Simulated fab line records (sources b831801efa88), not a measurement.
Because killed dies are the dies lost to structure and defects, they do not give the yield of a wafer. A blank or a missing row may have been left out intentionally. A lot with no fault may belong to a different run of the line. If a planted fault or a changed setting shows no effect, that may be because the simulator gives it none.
A struck lot beside a sound one || flow sky130 || 38 steps out of a route of 708
Sound: these wafers, L987.4, L987.5, L987.6. Wafers L101.2, L101.3, L101.6 were the ones struck. At the end, the cause is stated.
For every step that has rows: the tool of each side, followed by ch and its chambers, followed by its first start. Under that, the readings that differ: sound wafers || struck wafers || difference of the means || sigmas: that difference in standard deviations of wafers without a fault.
alike: readings with means less than 2 such deviations apart, plus words and numbers identical on both sides. not compared: withheld readings, readings lacking a value on some wafer, bounds such as >300 that could conceal the same value, and numbers that have no deviation in the record and whose values overlap.
A row with sigmas, a row that says differs or no value, or rows on one side alone: a step with any of these is where the two part. When numbers do not overlap yet have no deviation, they are printed without sigmas and do not part them. A reading missing from all wafers of one side parts the sides only when that side holds two or more wafers.

first, 11 steps without rows for these wafers: SKY_CAP2M_DEHYDRATE_05 (time 60 s); SKY_CAP2M_HMDS_06 (prime time 60 s); SKY_CAP2M_COAT_07 (resist thk 1140 nm); SKY_CAP2M_SOFTBAKE_08 (time 60 s); SKY_CAP2M_EXPOSE_09 (exposes mask CAP2M, target cd 1000 nm); SKY_CAP2M_PEB_10; SKY_CAP2M_DEVELOP_11 (develop time 60 s); SKY_CAP2M_METAL_ETCH_13 (etches TiN in Cl2/BCl3, stops on SiO2, target depth 220 nm, time 62.9 s); SKY_CAP2M_STRIP_14 (strips in O2/N2); SKY_CAP2M_STRIP_15 (strips in post etch residue remover, time 1200 s); SKY_CAP2M_CLEAN_16 (cleans in IPA, time 180 s).
SKY_CAP2M_CLEAN_17: cleans in O3/DIW.
  sound on wet_bench-02 ch 3, day 42 07:47; struck on wet_bench-01 ch 3, day 46 00:32
then, 25 steps without rows for these wafers: SKY_METAL4_DEHYDRATE_05 (time 60 s); SKY_METAL4_HMDS_06 (prime time 60 s); SKY_METAL4_COAT_07 (resist thk 60 nm); SKY_METAL4_COAT_08 (resist thk 1140 nm); SKY_METAL4_SOFTBAKE_09 (time 90 s); SKY_METAL4_EXPOSE_10 (exposes mask MM4, target cd 300 nm); SKY_METAL4_PEB_11; SKY_METAL4_DEVELOP_12 (develop time 60 s); SKY_METAL4_DESCUM_15 (chemistry O2, time 8 s); SKY_METAL4_ETCH_16 (etches BARC in N2/H2, stops on SiO2, time 88.2 s, target depth 60 nm); SKY_METAL4_ETCH_17 (etches SiO2 in C4F8/O2/Ar, stops on TiN, time 3.9 s, target depth 15 nm); SKY_METAL4_METAL_ETCH_18 (etches the open film in Cl2/BCl3, stops on SiO2, target depth 845 nm, time 183.1 s); SKY_METAL4_STRIP_19 (strips in O2/N2); SKY_METAL4_STRIP_20 (strips in post etch residue remover, time 1200 s); SKY_METAL4_CLEAN_21 (cleans in IPA, time 180 s); SKY_METAL4_CLEAN_22 (cleans in O3/DIW); SKY_VIA4_HDPCVD_00 (deposits SiO2, target thk 1750 nm, time 291.7 s); SKY_VIA4_CMP_02 (polishes SiO2); SKY_VIA4_DEHYDRATE_04 (time 60 s); SKY_VIA4_HMDS_05 (prime time 60 s); SKY_VIA4_COAT_06 (resist thk 1140 nm); SKY_VIA4_SOFTBAKE_07 (time 60 s); SKY_VIA4_EXPOSE_08 (exposes mask VIM4, target cd 800 nm); SKY_VIA4_PEB_09; SKY_VIA4_DEVELOP_10 (develop time 60 s).
-- the record jumps here: 4 days lie between the struck wafers' starts before and after (it left off in module VIA4 and takes up again in module PAD_OPEN, whose first step shown is number 708 of the route) --
SKY_PAD_OPEN_PROBE_99:
  sound on prober-01 at day 47 03:17; struck on prober-01 at day 50 05:32
{"reading": "hold", "sound": "- - -", "struck": "await_dispo/1.7h/release await_dispo/1.7h/release await_dispo/1.7h/release", "difference": "no value on the sound wafers", "sigmas": ""}
{"reading": "defect_limited_yield (%)", "sound": "83.7 81.5 81.5", "struck": "75.2 77.6 78.5", "difference": -5.1, "sigmas": -3}
{"reading": "killed_at_other", "sound": "0 1 0", "struck": "27 23 25", "difference": "+25", "sigmas": "+40"}
{"reading": "killed_dies", "sound": "80 91 91", "struck": "122 110 106", "difference": "+25", "sigmas": "+3"}
{"reading": "sort_bin_3_pad_short (%)", "sound": "1.0 1.0 1.2", "struck": "1.8 2.0 2.4", "difference": "+1.0", "sigmas": "+2"}
{"reading": "sort_bin_5_function (%)", "sound": "9.1 10.8 10.0", "struck": "13.8 12.8 12.4", "difference": "+3.0", "sigmas": "+2"}
{"reading": "sort_n_pass", "sound": "412 401 401", "struck": "370 382 386", "difference": -25, "sigmas": -3}
{"reading": "sort_yield_pct (%)", "sound": "83.7 81.5 81.5", "struck": "75.2 77.6 78.5", "difference": -5.1, "sigmas": -3}
{"reading": "model.etest.tester.sort_n_pass", "sound": "412 401 401", "struck": "370 382 386", "difference": -25, "sigmas": ""}
{"reading": "model.etest.tester.sort_yield_pct (%)", "sound": "83.74 81.5 81.5", "struck": "75.2 77.64 78.46", "difference": -5.1, "sigmas": ""}
{"reading": "model.etest.tester.sort_bin_5_pct (%)", "sound": "9.146 10.77 9.959", "struck": "13.82 12.8 12.4", "difference": "+3.05", "sigmas": ""}
{"reading": "model.etest.tester.sort_bin_3_pct (%)", "sound": "1.016 1.016 1.22", "struck": "1.829 2.033 2.439", "difference": "+1.016", "sigmas": ""}
  alike: killed_at_M0_to_M3, killed_at_M4_up, killed_at_contacts, killed_at_front_end, killed_open, killed_short, sort_bin_6_memory

## WHERE THEY PART
Within this record, at SKY_PAD_OPEN_PROBE_99 only.

WHY: what the simulator had put in
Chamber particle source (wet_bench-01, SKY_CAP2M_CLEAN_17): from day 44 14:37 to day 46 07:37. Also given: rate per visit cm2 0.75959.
